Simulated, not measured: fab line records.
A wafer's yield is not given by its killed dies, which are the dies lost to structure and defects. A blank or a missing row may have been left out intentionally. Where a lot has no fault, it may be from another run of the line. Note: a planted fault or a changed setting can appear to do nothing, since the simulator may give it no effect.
fab line records	flow sfq-line
[record] lots = 15	wafers = 42	last-day = 83
route steps=325 shown I3@134
lots that met no fault: taken from a fault-free run of the same line
start-h: hours from the record's opening day to when the first of the lot's shown wafers began	wait-h: hours since the lot's step before	" same as the row above	L1.1+2: a row that stands for several wafers	- no value, or no start was given	* or withheld: withheld	< > ~ a bound
route shown NAME@n: a module of which the file shows steps, and the number in the route of the first	usual: average and standard deviation across the fault-free wafers	same: alike in all rows	chamber/n: place in a boat	sites: the reading at each site	_std_site: how widely they spread, as a standard deviation	_edge_site: inner sites' mean taken away from outer sites' mean	radius-mm: how far each site lies from the wafer's centre	mask NAME#n: copy n	behind: the last tool/chamber to shape the wafer	hold: why the lot went on hold/how many hours it stayed there/how the hold came to an end	device: names the non-switching transistor (n, p or np)	end of line: tests run on the same wafers once the route is complete	a step without rows: its recipe alone	killed: not the wafer's yield, but the dies lost to structure and defects at the first sort	map: dies across one wafer; x = killed, . = not, _ = none there
set.NAME: setting as actually run; set.NAME@STEP: the setting as run at that earlier step	model.NAME: the simulator's own value behind a step, which no gauge read
steps of the route over a sample of lots; a table a step, a row a wafer
services: when a tool's chamber went out of use (start-h, in hours from the record's first day, below 0 if earlier), for how many hours, and the reason
[[steps]]
[step SFQ_TRILAYER_I3_CMP_CMP_082]
[recipe] material = SiO2	down-force-psi = 3	platen-rpm = 60	pad-velocity-m-s = 0.94248
[usual] edge-zone-pressure-frac = 1.000/0.0049	motor-current-A = 10.6/0.55	time-to-endpoint-s = 216/6.5
lot.wafer	tool	chamber	start-h	wait-h	edge-zone-pressure-frac	motor-current-A	time-to-endpoint-s
L168.2	cmp-01	1	670.68	4.0	0.999	11.0	220
L168.6	"	2	"	"	1.002	10.7	222
L168.5	"	3	"	"	0.994	10.5	226
L169.4	cmp-01	0	675.18	3.6	1.005	11.0	216
L169.1	"	2	676.18	4.7	1.006	10.4	211
L169.5	"	0	677.18	5.6	1.000	10.7	219
L170.1	cmp-02	0	678.61	4.7	1.002	10.4	275
L170.3	"	2	679.61	5.7	0.995	12.1	223
L171.1	cmp-02	0	682.61	7.1	0.996	9.7	281
L171.5	"	1	"	"	1.005	10.4	281
L172.3	cmp-02	0	722.60	2.3	0.998	10.6	207
L172.5	"	0	724.60	4.3	0.999	10.1	279
L173.1	cmp-02	3	783.61	16.2	0.996	10.9	223
L173.3	"	1	784.61	17.2	1.007	9.7	219
L173.6	"	3	785.61	18.2	0.986	11.0	221
L179.3	cmp-01	3	831.21	11.1	0.999	10.2	209
L179.1	"	0	"	"	0.998	10.3	210
L179.6	"	3	833.21	13.1	0.988	10.4	209
L180.1	cmp-02	0	840.11	8.3	1.003	9.6	216
L180.6	"	0	842.11	10.3	1.000	9.9	224
L180.5	"	1	"	"	1.006	10.2	224
L182.4	cmp-01	0	850.21	7.4	0.998	10.6	212
L182.3	"	1	"	"	1.011	11.2	213
L182.6	"	3	851.71	8.9	0.995	10.8	216
L185.4	cmp-02	1	873.60	9.1	1.000	9.7	227
L185.6	"	1	875.60	11.1	0.993	10.4	231
L185.5	"	2	"	"	1.000	11.1	229
L186.1	cmp-01	0	882.21	11.7	0.995	11.3	212
L186.3	"	3	883.71	13.2	0.991	10.8	209
L186.6	"	0	"	"	0.999	10.9	215
L187.3	cmp-01	3	894.21	13.0	0.995	10.7	200
L187.2	"	1	895.21	14.0	1.005	10.8	203
L187.5	"	3	896.21	14.9	0.997	11.2	212
L188.3	cmp-02	3	897.60	13.9	1.001	10.8	215
L188.4	"	1	898.60	14.9	1.005	10.2	224
L188.5	"	3	899.60	15.9	1.007	10.9	217
L189.1	cmp-02	3	901.10	13.8	0.999	11.2	217
L189.2	"	0	"	"	1.007	10.3	214
L189.6	"	2	902.60	15.3	0.998	11.6	221
L190.4	cmp-02	0	904.10	13.2	0.998	10.3	214
L190.6	"	3	905.60	14.7	0.998	11.0	217
L190.5	"	0	"	"	0.989	9.9	216
[step SFQ_TRILAYER_I3_METRO_MEASURE_083]
[usual] thk-nm = 200.0/0.94
lot.wafer	tool	chamber	start-h	wait-h	thk-nm
L168.2	film-metro-04	-	672.50	0.3	198.6
L168.5	"	-	"	"	198.4
L168.6	"	-	"	"	199.5
L169.1	film-metro-01	-	678.30	0.1	199.5
L169.4	"	-	"	"	199.3
L169.5	"	-	"	"	199.6
L170.1	film-metro-04	-	681.23	0.1	303.1
L170.3	"	-	"	"	201.6
L171.1	film-metro-02	-	684.23	0.1	305.2
L171.5	"	-	"	"	305.8
L172.3	film-metro-01	-	725.62	0.5	198.8
L172.5	"	-	"	"	304.4
L173.1	film-metro-01	-	786.23	0.1	200.1
L173.3	"	-	"	"	200.3
L173.6	"	-	"	"	200.6
L179.1	film-metro-02	-	834.33	0.1	199.5
L179.3	"	-	"	"	198.5
L179.6	"	-	"	"	200.9
L180.1	film-metro-02	-	843.23	0.1	199.9
L180.5	"	-	"	"	200.6
L180.6	"	-	"	"	200.6
L182.3	film-metro-01	-	852.73	0.5	200.8
L182.4	"	-	"	"	200.0
L182.6	"	-	"	"	198.0
L185.4	film-metro-01	-	877.32	0.6	201.4
L185.5	"	-	"	"	200.8
L185.6	"	-	"	"	200.7
L186.1	film-metro-01	-	885.33	0.1	201.1
L186.3	"	-	"	"	200.0
L186.6	"	-	"	"	200.5
L187.2	film-metro-02	-	897.53	0.3	199.8
L187.3	"	-	"	"	199.2
L187.5	"	-	"	"	199.0
L188.3	film-metro-04	-	901.12	0.5	200.1
L188.4	"	-	"	"	201.4
L188.5	"	-	"	"	200.8
L189.1	film-metro-02	-	903.72	0.1	201.1
L189.2	"	-	"	"	201.2
L189.6	"	-	"	"	201.2
L190.4	film-metro-01	-	907.32	0.6	199.8
L190.5	"	-	"	"	199.5
L190.6	"	-	"	"	199.3
[step SFQ_TRILAYER_I3_VIA_ETCH_VIA_ETCH_088]
[recipe] target = SiO2	stop-on = Nb	mask-material = PR	taper-deg = 20	chemistry = CHF3	target-depth-nm = 260	source-w = 500	bias-w = 80	pressure-mtorr = 30	time-s = withheld
[usual] drypump-motor-current-A = 5.6/0.43	oes-product-au = 0.855/0.0054
lot.wafer	tool	chamber	start-h	wait-h	drypump-motor-current-A	oes-product-au
L168.2	rie-diel-01	3	817.65	0.0	5.1	0.852
L168.5	"	1	"	"	5.8	0.845
L168.6	"	2	"	"	5.6	0.866
L169.1	rie-diel-04	0	826.05	0.0	6.1	0.851
L169.4	"	2	"	"	5.5	0.855
L169.5	"	2	"	"	5.5	0.851
L170.1	rie-diel-02	0	829.65	0.0	6.4	1.004
L170.3	"	1	"	"	5.1	0.865
L171.1	rie-diel-04	2	832.05	0.0	5.5	1.007
L171.5	"	0	"	"	6.1	0.996
L172.3	rie-diel-04	2	874.30	0.0	5.5	0.855
L172.5	"	3	"	"	5.6	0.997
L173.1	rie-diel-02	1	919.81	0.0	5.1	0.862
L173.3	"	2	"	"	5.6	0.863
L173.6	"	3	"	"	5.3	0.853
L179.1	rie-diel-02	2	974.89	0.0	5.6	0.851
L179.3	"	1	"	"	5.1	0.854
L179.6	"	1	"	"	5.1	0.858
L180.1	rie-diel-02	0	981.59	0.0	6.4	0.859
L180.5	"	0	"	"	6.3	0.854
L180.6	"	1	"	"	5.0	0.859
L182.3	rie-diel-01	0	990.99	0.0	5.9	0.854
L182.4	"	1	"	"	5.8	0.849
L182.6	"	3	"	"	5.1	0.857
L185.4	rie-diel-04	2	1017.51	0.0	5.6	0.856
L185.5	"	3	"	"	5.6	0.856
L185.6	"	0	"	"	6.1	0.853
L186.1	rie-diel-01	1	1021.11	0.0	5.8	0.866
L186.3	"	2	"	"	5.7	0.855
L186.6	"	0	"	"	5.8	0.863
L187.2	rie-diel-01	3	1036.71	0.0	5.1	0.855
L187.3	"	2	"	"	5.6	0.847
L187.5	"	3	"	"	5.2	0.854
L188.3	rie-diel-01	0	1041.51	0.0	5.9	0.852
L188.4	"	3	"	"	5.1	0.860
L188.5	"	2	"	"	5.7	0.852
L189.1	rie-diel-02	0	1045.11	0.0	6.4	0.869
L189.2	"	3	"	"	5.3	0.856
L189.6	"	0	"	"	6.3	0.862
L190.4	rie-diel-02	0	1049.91	0.0	6.4	0.854
L190.5	"	2	"	"	5.6	0.859
L190.6	"	1	"	"	5.1	0.847
[[services]]
tool	chamber	start-h	hours	kind
cmp-02	-	658.46	1.6	repair
film-metro-01	-	692.32	2.6	pm
rie-diel-02	3	702.84	13.0	repair
cmp-02	-	749.11	4.0	pm
film-metro-01	-	771.49	2.0	pm
cmp-01	-	778.79	3.0	repair
cmp-01	-	796.77	3.8	pm
cmp-01	-	818.40	0.8	repair
film-metro-01	-	840.02	0.2	pm
cmp-02	-	854.14	1.5	repair
film-metro-01	-	892.90	1.5	pm
cmp-01	-	915.21	4.0	pm
cmp-02	-	928.47	4.5	pm
film-metro-01	-	937.32	1.8	pm
cmp-02	-	947.83	0.9	repair
cmp-02	-	948.15	0.5	repair
cmp-01	-	957.99	0.6	repair
cmp-02	-	971.22	7.9	pm
cmp-01	-	981.45	6.9	pm
cmp-02	-	990.05	0.6	repair
film-metro-01	-	1016.49	0.4	pm
cmp-02	-	1034.45	1.1	repair
cmp-02	-	1036.69	1.2	repair
film-metro-01	-	1042.10	3.6	pm
[[key]]
[first-sign] step = SFQ_TRILAYER_I3_CMP_CMP_082	reading = time-to-endpoint-s	direction = up	sigmas = 9.7	usual = *	struck = *
[effect] step = SFQ_TRILAYER_I3_METRO_MEASURE_083	reading = thk-nm	direction = up	sigmas = 99+	usual = 200.0	struck = 304.6
[effect] step = SFQ_TRILAYER_I3_VIA_ETCH_VIA_ETCH_088	reading = oes-product-au	direction = up	sigmas = 27	usual = 0.855	struck = 1.001
met-at SFQ_TRILAYER_I3_CMP_CMP_082
struck-lots L170,L171,L172
struck-wafers L170.1,L171.1,L171.5,L172.5
[fault] kind = process-parameter-drift	tool = cmp-02	chamber = -	onset-h = 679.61	steps = SFQ_TRILAYER_I3_CMP_CMP_082	channel = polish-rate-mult	offset = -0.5	shape = step	end-h = 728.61	scope = struck-wafers-only
